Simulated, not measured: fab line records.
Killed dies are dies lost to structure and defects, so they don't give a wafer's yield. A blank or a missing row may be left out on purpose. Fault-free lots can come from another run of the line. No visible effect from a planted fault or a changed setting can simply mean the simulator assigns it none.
Which tool did it? | flow sky130 | 41 wafers from 14 lots sampled at 5 of the route's 708 steps

## WHAT THE GAUGES SHOWED, per wafer
SKY_METAL1_RS_MEAS_05: a four-point-probe measurement. Usual: for METAL1_ALCU_RS the level is 0.1270 ohm/sq and the standard deviation is 0.0016.
lot  | measured     | on            | METAL1_ALCU_RS (ohm/sq) | flag
L202 | day 31 10:20 | film_metro-01 | 0.1292 0.1266 0.1289    |
L203 | day 31 22:19 | film_metro-04 | 0.1265 0.1253 0.1257    |
L205 | day 32 13:59 | film_metro-04 | 0.1296 0.1293 0.1276    |
L207 | day 33 08:52 | film_metro-03 | 0.1242 0.1239 0.1241    |
L208 | day 33 12:10 | film_metro-01 | 0.1266 0.1261 0.1267    |
L209 | day 33 19:10 | film_metro-01 | 0.1257 0.1293 0.1266    |
L210 | day 34 03:44 | film_metro-03 | 0.1276 0.1261 0.1261    |
L211 | day 34 11:32 | film_metro-03 | 0.1274 0.1260 0.1288    |
L212 | day 34 19:22 | film_metro-03 | 0.1257 0.1278 0.1269    |
L214 | day 35 16:10 | film_metro-03 | 0.1267 0.1258 0.1262    |
L215 | day 36 02:30 | film_metro-03 | 0.1281 0.1302 0.1295    |
L222 | day 37 19:34 | film_metro-03 | 0.1259 0.1256 0.1261    |
L223 | day 38 03:49 | film_metro-04 | 0.1245 0.1268           |
L225 | day 38 20:38 | film_metro-03 | 0.1283 0.1274 0.1268    |

SKY_METAL1_CD_MEAS_15: target cd 140 nm. Usual: cd_nm 139.8 nm, standard deviation 1.2.
lot  | measured     | on        | cd_nm (nm)                          | flag
L202 | day 32 13:28 | cd_sem-01 | 140.7 139.8 139.9                   |
L203 | day 33 00:19 | cd_sem-01 | 139.8 138.7 138.6                   |
L205 | day 33 15:53 | cd_sem-02 | 138.2 139.1 137.6                   |
L207 | day 34 11:01 | cd_sem-02 | 138.0 137.2 138.1                   |
L208 | day 34 13:10 | cd_sem-01 | 140.1 139.6 139.2                   |
L209 | day 34 21:26 | cd_sem-02 | 141.9 142.2 140.6                   |
L210 | day 35 05:04 | cd_sem-01 | 140.1 140.1 141.2                   |
L211 | day 35 14:23 | cd_sem-01 | 140.0 139.3 139.5                   |
L212 | day 35 21:47 | cd_sem-02 | 139.9 140.8 140.8                   |
L214 | day 36 18:57 | cd_sem-02 | 139.0 138.3 138.7                   |
L215 | day 37 04:22 | cd_sem-01 | 139.4 138.3 138.9                   |
L222 | day 38 20:10 | cd_sem-01 | 139.7 101.0 141.4 139.8 101.5 140.8 | OFF
L223 | day 39 05:20 | cd_sem-01 | 99.2 140.7 98.8 141.1               | OFF
L225 | day 39 21:32 | cd_sem-01 | 138.1 138.6 138.1                   |

SKY_VIA1_CD_MEAS_12: target cd 150 nm. Usual: cd_nm 149.6 nm, standard deviation 1.7.
lot  | measured     | on        | cd_nm (nm)        | flag
L202 | day 33 17:07 | cd_sem-02 | 149.5 148.3 149.1 |
L203 | day 34 04:10 | cd_sem-01 | 151.0 151.3 151.8 |
L205 | day 34 19:40 | cd_sem-01 | 150.8 150.4 150.0 |
L207 | day 35 15:28 | cd_sem-01 | 149.2 146.5 148.6 |
L208 | day 35 17:25 | cd_sem-02 | 148.1 147.4 149.8 |
L209 | day 36 01:25 | cd_sem-01 | 150.4 152.2 150.8 |
L210 | day 36 09:28 | cd_sem-02 | 149.8 149.9 150.4 |
L211 | day 36 18:55 | cd_sem-01 | 148.9 146.8 147.1 |
L212 | day 37 02:20 | cd_sem-01 | 148.2 148.4 148.4 |
L214 | day 37 22:35 | cd_sem-02 | 149.6 148.8 148.6 |
L215 | day 38 07:43 | cd_sem-01 | 152.0 150.8 152.0 |
L222 | day 39 22:25 | cd_sem-02 | 149.1 147.1       |
L223 | day 40 07:43 | cd_sem-02 | 150.9             |
L225 | day 40 23:17 | cd_sem-01 | 147.4 146.8 147.7 |

SKY_VIA1_OVL_MEAS_13. Usual: for VIA1_OVL the level is -1 nm and the standard deviation is 5.
lot  | measured     | on         | VIA1_OVL (nm) | flag
L202 | day 33 17:14 | overlay-02 | 7 3 5         |
L203 | day 34 04:15 | overlay-01 | -9 -6 -1      |
L205 | day 34 19:47 | overlay-02 | -5 -13 -10    |
L207 | day 35 15:35 | overlay-02 | -6 0 4        |
L208 | day 35 17:32 | overlay-01 | -2 0 1        |
L209 | day 36 01:32 | overlay-01 | -4 -5 -3      |
L210 | day 36 09:35 | overlay-01 | 5 -1 6        |
L211 | day 36 19:02 | overlay-01 | 2 -2 -1       |
L212 | day 37 02:26 | overlay-02 | -3 -3 -3      |
L214 | day 37 22:42 | overlay-02 | -1 -2 -3      |
L215 | day 38 07:50 | overlay-01 | 5 7 5         |
L222 | day 39 22:32 | overlay-02 | 0 5           |
L223 | day 40 07:48 | overlay-01 | -5            |
L225 | day 40 23:23 | overlay-01 | -1 7 7        |

## EACH LOT AND THE TOOL THAT RAN IT (in order: tool; ch and the chambers of the sampled wafers; start)
lot  | SKY_METAL1_EXPOSE_12
L202 | krf_scanner-01 ch 0, day 32 00:44
L203 | krf_scanner-02 ch 0, day 32 11:47
L205 | krf_scanner-01 ch 0, day 33 03:16
L207 | krf_scanner-02 ch 0, day 33 22:31
L208 | krf_scanner-02 ch 0, day 34 01:05
L209 | krf_scanner-02 ch 0, day 34 08:32
L210 | krf_scanner-02 ch 0, day 34 15:31
L211 | krf_scanner-02 ch 0, day 35 01:10
L212 | krf_scanner-01 ch 0, day 35 09:50
L214 | krf_scanner-01 ch 0, day 36 05:49
L215 | krf_scanner-01 ch 0, day 36 16:07
L222 | krf_scanner-02 ch 0, day 38 08:02
L223 | krf_scanner-02 ch 0, day 38 17:05
L225 | krf_scanner-01 ch 0, day 39 09:13
- SKY_METAL1_EXPOSE_12: exposes mask MM1, target cd 140 nm.

## AS READ BY THE TOOLS THEMSELVES (means over the sampled wafers that have a number; for cases with no such wafer, the mark the record gives instead)
The record holds no such reading with a usual standard deviation.

## THE ANSWER, worked out from the rows above alone
Rule: take the mean of a lot's wafers that have a number; if it is more than 3 standard deviations from the usual mean, the lot is off. Also off: a lot with no number at a reading for which 4 or more lots have one. Where the step has rows for the other lots, those lots are counted as sound. First the gauges in route order, then the tools' own readings, where a lot's mean is used as printed above. The first step at which some lot is off is used, and at that step the reading that is off furthest; a lot without a number counts as furthest.
Off: L222, L223 (SKY_METAL1_CD_MEAS_15, cd_nm).
If a tool, at a process step before that reading, ran all the lots that are off and no sound lot after the first of them, it fits. The gauges at SKY_METAL1_CD_MEAS_15 are tried like those tools. One candidate fits, namely krf_scanner-02 at SKY_METAL1_EXPOSE_12. A fault onset in the window from L211 (day 35 01:10, its last sound lot) to L222 (day 38 08:02, its first lot off) fits.

## WHAT THE SIMULATOR HAD INSERTED
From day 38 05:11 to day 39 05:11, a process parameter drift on krf_scanner-02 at SKY_METAL1_EXPOSE_12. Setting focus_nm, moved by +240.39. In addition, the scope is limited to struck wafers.
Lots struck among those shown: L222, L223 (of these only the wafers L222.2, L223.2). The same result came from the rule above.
